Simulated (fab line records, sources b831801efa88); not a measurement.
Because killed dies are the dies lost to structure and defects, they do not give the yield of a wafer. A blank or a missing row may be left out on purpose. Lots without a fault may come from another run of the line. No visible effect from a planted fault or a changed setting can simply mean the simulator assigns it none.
Chamber matching | flow gf180mcu | GF_V3_ETCH_16 on rie_diel-04 has 4 sister chambers
The step etches BARC in N2/H2. 4 wafers are shown with their chamber, then 9 later ones without.

== WAFERS WITH THEIR CHAMBER ==
wafer  | chamber | drypump_motor_current_A (A)
L087.1 | 3       | 5.14
L087.3 | 0       | 5.48
L092.3 | 2       | 5.80
L092.6 | 1       | 5.85

== WAFERS MISSING THEIR CHAMBER ==
wafer  | drypump_motor_current_A (A)
L093.1 | 5.15
L093.4 | 5.87
L093.6 | 5.87
L096.2 | 5.50
L096.3 | 5.84
L096.5 | 5.80
L097.2 | 5.51
L097.4 | 5.47
L097.6 | 5.14

== WHICH CHAMBER EACH WENT THROUGH ==
wafer  | from the rows above     | in truth
L093.1 | 3                       | 3
L093.4 | 1                       | 1
L093.6 | 1                       | 1
L096.2 | 0                       | 0
L096.3 | can't be placed: 1 or 2 | 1
L096.5 | 2                       | 2
L097.2 | 0                       | 0
L097.4 | 0                       | 0
L097.6 | 3                       | 3
Correctly placed: 8 of 9. Not placeable from these rows: 1 (in 1, the candidates include the true chamber). Number placed wrongly: 0.
How it was worked out, from the rows above alone: a wafer's distance from a chamber is the root of the sum, over the readings, of the square of ((its reading less the chamber's mean) divided by the reading's scatter). The wafer belongs to the nearest chamber; if the next one is less than 2 further off, it can't be placed. The mean given for a chamber averages the wafers shown for that chamber. The scatter: root of mean squared gap, hidden wafer to nearest shown wafer, with one shown wafer a chamber.
